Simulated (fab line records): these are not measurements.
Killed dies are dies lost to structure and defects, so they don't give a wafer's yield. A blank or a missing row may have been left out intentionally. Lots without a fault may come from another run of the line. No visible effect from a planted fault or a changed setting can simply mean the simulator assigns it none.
Chamber matching || flow gf180mcu || cmp-01 running GF_V4_CMP_26: 4 sister chambers
The step polishes, stops on SiO2, t overpolish 15 s, target thk 0 nm. 8 wafers are shown with their chamber, then 7 later ones without.

## EACH WAFER AND ITS CHAMBER
{"wafer": "L964.2", "chamber": 1, "motorCurrentA (A)": 10.9, "overpolishRunS (s)": 14.994}
{"wafer": "L964.3", "chamber": 3, "motorCurrentA (A)": 10.4, "overpolishRunS (s)": 14.994}
{"wafer": "L964.6", "chamber": 0, "motorCurrentA (A)": 10.5, "overpolishRunS (s)": 15.004}
{"wafer": "L965.1", "chamber": 3, "motorCurrentA (A)": 10.5, "overpolishRunS (s)": 14.996}
{"wafer": "L965.3", "chamber": 2, "motorCurrentA (A)": 11.9, "overpolishRunS (s)": 14.989}
{"wafer": "L965.6", "chamber": 1, "motorCurrentA (A)": 11.0, "overpolishRunS (s)": 15.000}
{"wafer": "L966.1", "chamber": 0, "motorCurrentA (A)": 10.2, "overpolishRunS (s)": 14.999}
{"wafer": "L966.4", "chamber": 2, "motorCurrentA (A)": 11.3, "overpolishRunS (s)": 14.990}

## WAFERS WITH NO CHAMBER GIVEN
{"wafer": "L966.5", "motorCurrentA (A)": 10.6, "overpolishRunS (s)": 14.999}
{"wafer": "L968.2", "motorCurrentA (A)": 11.7, "overpolishRunS (s)": 15.006}
{"wafer": "L968.3", "motorCurrentA (A)": 10.5, "overpolishRunS (s)": 15.003}
{"wafer": "L968.5", "motorCurrentA (A)": 11.9, "overpolishRunS (s)": 14.992}
{"wafer": "L972.1", "motorCurrentA (A)": 10.4, "overpolishRunS (s)": 14.989}
{"wafer": "L972.2", "motorCurrentA (A)": 11.3, "overpolishRunS (s)": 15.001}
{"wafer": "L972.6", "motorCurrentA (A)": 10.3, "overpolishRunS (s)": 15.006}

## WHICH CHAMBER EACH ONE RAN IN
{"wafer": "L966.5", "from the rows above": "can't be placed: 0 or 3 or 1", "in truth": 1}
{"wafer": "L968.2", "from the rows above": "can't be placed: 1 or 2 or 0", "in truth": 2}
{"wafer": "L968.3", "from the rows above": "can't be placed: 0 or 3 or 1", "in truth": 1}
{"wafer": "L968.5", "from the rows above": 2, "in truth": 2}
{"wafer": "L972.1", "from the rows above": "can't be placed: 3 or 1", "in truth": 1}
{"wafer": "L972.2", "from the rows above": "can't be placed: 1 or 0", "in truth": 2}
{"wafer": "L972.6", "from the rows above": 0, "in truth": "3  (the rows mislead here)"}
Placed correctly: 1 of 7. From these rows, 5 cannot be placed; in 4 the true chamber is one of the candidates. Number placed wrongly: 1.
How it was worked out, from the rows above alone: a wafer's distance from a chamber is the root of the sum, over the readings, of the square of ((its reading less the chamber's mean) divided by the reading's scatter). The wafer belongs to the nearest chamber; if the next one is less than 2 further off, it can't be placed. The mean given for a chamber averages the wafers shown for that chamber. The scatter: take each reading less its chamber's mean, square it, sum over the shown wafers, divide by the number of wafers less the number of chambers, and take the root.
